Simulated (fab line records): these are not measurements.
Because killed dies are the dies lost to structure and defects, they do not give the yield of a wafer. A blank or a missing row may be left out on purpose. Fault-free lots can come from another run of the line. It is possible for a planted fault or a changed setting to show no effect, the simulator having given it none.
Which of the tools did it?    flow gf180mcu    Sampling: 12 lots, 36 wafers, 4 of 602 route steps

WHAT EACH GAUGE READ, for each wafer
GF_V4_THK_MEAS_01. Usual: V4_CVD_00_THK gives 602 nm (standard deviation 5.1).
lot   measured      on             V4_CVD_00_THK (nm)  flag
L605  day 23 21:13  film-metro-04  593 606 595         
L606  day 24 04:00  film-metro-01  599 596 606         
L607  day 24 12:45  film-metro-04  602 599 594         
L608  day 24 23:42  film-metro-02  595 591 594         
L609  day 25 08:36  film-metro-02  600 609 610         
L610  day 25 11:26  film-metro-02  604 616 609         
L612  day 26 14:15  film-metro-02  601 607 608         
L619  day 28 08:56  film-metro-01  511 601 599         OFF
L621  day 28 19:07  film-metro-02  513 597 598         OFF
L625  day 30 02:36  film-metro-04  605 609 604         
L626  day 30 07:10  film-metro-01  602 602 603         
L627  day 30 14:25  film-metro-01  611 607 612         

GF_V4_BOW_MEAS_05. Usual: V4_BOW gives 134 um (standard deviation 10).
lot   measured      on             V4_BOW (um)  flag
L605  day 23 21:44  film-metro-02  141 149 139  
L606  day 24 04:29  film-metro-04  125 130 136  
L607  day 24 13:14  film-metro-01  130 135 136  
L608  day 25 00:11  film-metro-04  125 140 133  
L609  day 25 09:05  film-metro-04  133 120 133  
L610  day 25 11:57  film-metro-01  136 139 156  
L612  day 26 14:44  film-metro-04  136 155 140  
L619  day 28 09:25  film-metro-02  125 142 134  
L621  day 28 19:36  film-metro-04  101 124 121  
L625  day 30 03:08  film-metro-02  151 153 154  
L626  day 30 07:40  film-metro-01  127 142 130  
L627  day 30 14:55  film-metro-04  137 134 140  

EACH LOT AND THE TOOL THAT RAN IT (in order: tool; ch and the chambers of the sampled wafers; start)
lot   GF_V3_ETCH_16                       GF_V4_CVD_00
L605  rie-diel-04 ch 1,2, day 22 19:58    hdpcvd-02 ch 0,1,2, day 23 21:08
L606  rie-diel-02 ch 0,1,3, day 23 03:01  hdpcvd-01 ch 0,1,2, day 24 03:56
L607  rie-diel-04 ch 0,2,3, day 23 12:10  hdpcvd-01 ch 0,1,2, day 24 12:41
L608  rie-diel-03 ch 1,2, day 23 23:34    hdpcvd-01 ch 0,1,2, day 24 23:37
L609  rie-diel-02 ch 0,2,3, day 24 07:10  hdpcvd-01 ch 0,2, day 25 08:32
L610  rie-diel-03 ch 0,1,2, day 24 10:55  hdpcvd-02 ch 0,1,2, day 25 11:21
L612  rie-diel-04 ch 0,2,3, day 25 15:31  hdpcvd-02 ch 1,2, day 26 14:11
L619  rie-diel-04 ch 1,2,3, day 27 10:13  hdpcvd-02 ch 0,1,2, day 28 08:52
L621  rie-diel-04 ch 0,2,3, day 27 21:29  hdpcvd-02 ch 0,1,2, day 28 19:01
L625  rie-diel-04 ch 2,3, day 29 05:31    hdpcvd-01 ch 0,2, day 30 02:32
L626  rie-diel-04 ch 0,1,3, day 29 09:22  hdpcvd-01 ch 0,1, day 30 07:06
L627  rie-diel-04 ch 0,3, day 29 17:22    hdpcvd-01 ch 0,1,2, day 30 14:19
- GF_V3_ETCH_16: etches BARC in N2/H2.
- GF_V4_CVD_00: deposits SiO2, target thk 600 nm, time 100 s.

WHAT THE TOOLS THEMSELVES READ (means of the sampled wafers that have a number; where no wafer has one, the mark that the record gives instead)
GF_V3_ETCH_16. Usual: bias-w 99.99 W, standard deviation 0.29; drypump-motor-current-A 5.7 A, standard deviation 0.34; oes-product-au 0.854 a.u., standard deviation 0.0047; throttle-valve-pct 13.224 %, standard deviation 0.0094.
lot   tool         bias-w (W)  drypump-motor-current-A (A)  oes-product-au (a.u.)  throttle-valve-pct (%)  flag
L605  rie-diel-04  99.76       5.5                          0.851                  13.230                  
L606  rie-diel-02  99.69       5.5                          0.856                  13.234                  
L607  rie-diel-04  100.26      5.6                          0.856                  13.225                  
L608  rie-diel-03  100.00      6.3                          0.848                  13.230                  
L609  rie-diel-02  100.03      5.5                          0.855                  13.221                  
L610  rie-diel-03  100.18      6.1                          0.853                  13.218                  
L612  rie-diel-04  99.98       5.6                          0.855                  13.220                  
L619  rie-diel-04  100.17      5.6                          0.849                  13.230                  
L621  rie-diel-04  99.91       5.6                          0.856                  13.228                  
L625  rie-diel-04  100.22      5.4                          0.856                  13.222                  
L626  rie-diel-04  99.76       5.7                          0.855                  13.218                  
L627  rie-diel-04  99.79       5.8                          0.856                  13.219                  

GF_V4_CVD_00. Usual: sih4-flow-sccm reads 60.01 sccm (standard deviation 0.18).
lot   tool       sih4-flow-sccm (sccm)  flag
L605  hdpcvd-02  59.84                  
L606  hdpcvd-01  60.07                  
L607  hdpcvd-01  59.98                  
L608  hdpcvd-01  60.01                  
L609  hdpcvd-01  60.13                  
L610  hdpcvd-02  59.89                  
L612  hdpcvd-02  60.13                  
L619  hdpcvd-02  57.10                  OFF
L621  hdpcvd-02  57.05                  OFF
L625  hdpcvd-01  60.00                  
L626  hdpcvd-01  59.79                  
L627  hdpcvd-01  60.03                  

THE ANSWER, worked out from the rows above alone
Rule: lot off if the mean of its wafers having a number is beyond 3 standard deviations from the usual mean. Also off: a lot with no number at a reading for which 4 or more lots have one. The other lots that the step has rows for count as sound. Order of review: gauges by route order, followed by the tools' own readings, for which a lot's mean as printed above is used. The first step at which some lot is off is used, and at that step the reading that is off furthest; a lot without a number counts as furthest.
Off: L619, L621, at GF_V4_THK_MEAS_01 (V4_CVD_00_THK).
A tool fits if, at a process step before that reading, it ran every lot that is off, and no sound lot after the first of them. The gauges at GF_V4_THK_MEAS_01 aren't tried: what is off there is off at GF_V4_CVD_00 too, on other tools, and a gauge's error can't cause that. One fits: hdpcvd-02 at GF_V4_CVD_00. Its last sound lot is L612 (day 26 14:11), its first lot that is off L619 (day 28 08:52): a fault that began between those two fits.
On the lots that are off, the tool's own readings at GF_V4_CVD_00 differ by more than 5 times the standard deviation of the sound lots' means, which bears it out; sih4-flow-sccm reads 57.08 sccm there versus 59.99 sccm on the sound lots.

WHAT HAD BEEN PUT IN BY THE SIMULATOR
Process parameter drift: hdpcvd-02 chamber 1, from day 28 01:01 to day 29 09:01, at GF_V4_CVD_00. A move of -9 in setting sih4-flow-sccm, from 60. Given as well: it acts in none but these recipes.
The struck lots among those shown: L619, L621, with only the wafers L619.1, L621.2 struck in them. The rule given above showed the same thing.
